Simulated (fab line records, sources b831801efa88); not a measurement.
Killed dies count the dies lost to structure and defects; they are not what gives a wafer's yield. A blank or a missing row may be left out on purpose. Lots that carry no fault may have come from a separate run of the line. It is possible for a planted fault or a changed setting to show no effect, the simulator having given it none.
Which tool is to blame?    flow sky130    12 lots with 36 wafers sampled at 7 steps, on a route of 708 steps

## WHAT THE GAUGES READ, wafer by wafer
SKY_LDD_HVN_OVL_MEAS_07. Usual: LDD_HVN_OVL gives -0.1 nm (standard deviation 1.5).
lot   measured      on          LDD_HVN_OVL (nm)  flag
L405  day 19 20:56  overlay-01  2.8 1.3 1.2       
L406  day 19 22:49  overlay-01  -0.3 1.3 1.6      
L409  day 21 00:04  overlay-02  -2.0 -1.7 -0.9    
L415  day 23 18:50  overlay-01  -3.2 -1.1 -1.2    
L418  day 25 07:32  overlay-01  - - -             OFF
L423  day 26 03:10  overlay-01  1.0 -0.3 1.5      
L421  day 26 05:08  overlay-01  -0.5 -0.5 0.7     
L422  day 26 05:14  overlay-01  0.9 2.6 0.2       
L424  day 26 11:55  overlay-02  1.1 1.4 0.6       
L426  day 27 07:31  overlay-02  1.7 0.2 1.7       
L427  day 27 17:02  overlay-02  -0.4 -1.4 -1.3    
L428  day 28 01:22  overlay-01  1.7 -0.5 2.5      

SKY_LDD_HVN_TW_MEAS_10. Usual: LDD_HVN_TW gives 1442 (standard deviation 7.3).
lot   measured      on             LDD_HVN_TW      flag
L405  day 19 21:13  film_metro-01  1437 1442 1442  
L406  day 19 23:06  film_metro-01  1448 1443 1446  
L409  day 21 00:21  film_metro-04  1439 1442 1442  
L415  day 23 19:07  film_metro-01  1445 1450 1443  
L418  day 25 07:49  film_metro-04  30 30 30        OFF
L423  day 26 03:28  film_metro-04  1451 1445 1453  
L421  day 26 05:25  film_metro-02  1430 1424 1433  
L422  day 26 05:31  film_metro-04  1444 1448 1451  
L424  day 26 12:12  film_metro-04  1439 1458 1449  
L426  day 27 07:49  film_metro-02  1438 1436 1430  
L427  day 27 17:19  film_metro-02  1442 1434 1444  
L428  day 28 01:39  film_metro-02  1435 1429 1430  

SKY_LDD_HVP_TW_MEAS_10. Usual: LDD_HVP_TW gives 458.3 (standard deviation 2.7).
lot   measured      on             LDD_HVP_TW            flag
L405  day 21 03:45  film_metro-03  459.8 460.6 458.3     
L406  day 21 05:15  film_metro-01  456.3 457.6 456.5     
L409  day 22 07:09  film_metro-03  463.7 463.5 463.0     
L415  day 25 00:40  film_metro-03  460.3 461.1 458.5     
L418  day 26 13:15  film_metro-02  1446.4 1451.1 1444.2  OFF
L423  day 27 09:37  film_metro-03  457.1 458.0 457.5     
L421  day 27 11:31  film_metro-01  457.0 456.9 457.2     
L422  day 27 12:07  film_metro-03  459.6 458.6 458.7     
L424  day 27 18:38  film_metro-03  461.7 459.2 457.8     
L426  day 28 13:13  film_metro-02  453.5 453.9 454.4     
L427  day 28 22:24  film_metro-03  458.8 462.0 460.0     
L428  day 29 07:22  film_metro-02  453.3 451.8 450.9     

SKY_CONTACT_OVL_MEAS_15. Usual: CONTACT_OVL gives 0 nm (standard deviation 5.2).
lot   measured      on          CONTACT_OVL (nm)  flag
L405  day 31 12:32  overlay-01  5 4 -2            
L406  day 31 12:33  overlay-02  7 0 1             
L409  day 32 06:47  overlay-02  1 -4 0            
L415  day 34 19:41  overlay-01  -6 -6 -5          
L418  day 36 03:29  overlay-01  0 9 3             
L423  day 36 20:34  overlay-01  0 -4 -8           
L421  day 36 22:37  overlay-01  -4 8 4            
L422  day 37 01:29  overlay-01  -6 -3 -7          
L424  day 37 06:04  overlay-01  5 -1 -4           
L426  day 37 22:11  overlay-02  1 -3 -5           
L427  day 38 08:36  overlay-02  10 10 5           
L428  day 38 12:26  overlay-01  -1 5 -1           

SKY_METAL1_THK_MEAS_06: measures by xrf. Usual: METAL1_ALCU_THK gives 250 nm (standard deviation 3.6).
lot   measured      on             METAL1_ALCU_THK (nm)  flag
L405  day 31 14:12  film_metro-03  247 248 256           
L406  day 31 14:13  film_metro-02  246 250 248           
L409  day 32 08:48  film_metro-03  253 251 249           
L415  day 34 21:22  film_metro-02  245 244 245           
L418  day 36 05:15  film_metro-04  252 249 251           
L423  day 36 22:19  film_metro-02  249 249 250           
L421  day 37 00:18  film_metro-04  245 243 248           
L422  day 37 03:10  film_metro-03  247 249 252           
L424  day 37 07:44  film_metro-04  245 251 249           
L426  day 37 23:52  film_metro-02  250 250 246           
L427  day 38 10:16  film_metro-04  251 252 252           
L428  day 38 14:08  film_metro-03  258 252 255           

## EACH LOT AND THE TOOL THAT RAN IT (in order: tool; ch and the chambers of the sampled wafers; start)
lot   SKY_LDD_HVN_EXPOSE_04                SKY_CONTACT_CMP_04
L405  iline_stepper-02 ch 0, day 19 04:46  cmp-01 ch 0,1, day 30 08:43
L406  iline_stepper-02 ch 0, day 19 07:49  cmp-01 ch 1,2,3, day 30 09:07
L409  iline_stepper-02 ch 0, day 20 08:25  cmp-01 ch 0,1,3, day 31 02:45
L415  iline_stepper-02 ch 0, day 23 02:49  cmp-01 ch 2,3, day 33 16:50
L418  iline_stepper-01 ch 0, day 24 16:09  cmp-02 ch 0,1,2, day 35 01:04
L423  iline_stepper-01 ch 0, day 25 12:52  cmp-01 ch 0,2, day 35 18:10
L421  iline_stepper-01 ch 0, day 25 13:53  cmp-01 ch 0,2,3, day 35 20:04
L422  iline_stepper-01 ch 0, day 25 14:00  cmp-01 ch 0,2,3, day 35 22:29
L424  iline_stepper-01 ch 0, day 25 19:38  cmp-02 ch 0,2,3, day 36 03:38
L426  iline_stepper-02 ch 0, day 26 17:37  cmp-01 ch 0,1,2, day 36 20:05
L427  iline_stepper-01 ch 0, day 27 01:13  cmp-01 ch 0,1,2, day 37 05:56
L428  iline_stepper-02 ch 0, day 27 10:59  cmp-02 ch 0,1,3, day 37 10:28
- SKY_LDD_HVN_EXPOSE_04: exposes mask HVNTM, target cd 700 nm.
- SKY_CONTACT_CMP_04: polishes SiO2.

## WHAT THE TOOLS THEMSELVES READ (means of the sampled wafers that have a number; where no wafer has one, the mark that the record gives instead)
SKY_CONTACT_CMP_04. Usual: motor_current_A 12.7 A, standard deviation 1; retaining_ring_pressure_frac 1.000, standard deviation 0.0051; time_to_endpoint_s 81 s, standard deviation 4.
lot   tool    motor_current_A (A)  retaining_ring_pressure_frac  time_to_endpoint_s (s)  flag
L405  cmp-01  13.7                 0.994                         86                      
L406  cmp-01  13.2                 0.995                         84                      
L409  cmp-01  13.1                 0.995                         83                      
L415  cmp-01  12.7                 0.997                         79                      
L418  cmp-02  11.4                 1.002                         80                      
L423  cmp-01  12.5                 1.000                         80                      
L421  cmp-01  12.6                 1.004                         81                      
L422  cmp-01  12.6                 1.000                         78                      
L424  cmp-02  12.6                 0.993                         85                      
L426  cmp-01  13.5                 1.000                         80                      
L427  cmp-01  13.0                 0.999                         81                      
L428  cmp-02  12.3                 1.001                         87                      

## THE ANSWER, worked out from the rows above alone
Rule: take the mean of a lot's wafers that have a number; if it is more than 3 standard deviations from the usual mean, the lot is off. A lot without any number at a reading at which 4 lots or more have one is off too. Where the step has rows for the other lots, those lots are counted as sound. The gauges are gone through in route order, then the tools' own readings, and for those a lot's mean is taken as printed above. At the first step where some lot is off, the reading lying furthest off is the one used; lots without a number count as furthest.
Off: L418, at SKY_LDD_HVN_OVL_MEAS_07 (LDD_HVN_OVL). Without a number there: L418.
If a tool, at a process step before that reading, ran all the lots that are off and no sound lot after the first of them, it fits. Not tried: the gauges at SKY_LDD_HVN_OVL_MEAS_07; whatever is off there is also off at SKY_LDD_HVN_TW_MEAS_10, on other tools, and gauge error can't account for it. None of those tried fits.

## WHAT THE SIMULATOR PUT IN
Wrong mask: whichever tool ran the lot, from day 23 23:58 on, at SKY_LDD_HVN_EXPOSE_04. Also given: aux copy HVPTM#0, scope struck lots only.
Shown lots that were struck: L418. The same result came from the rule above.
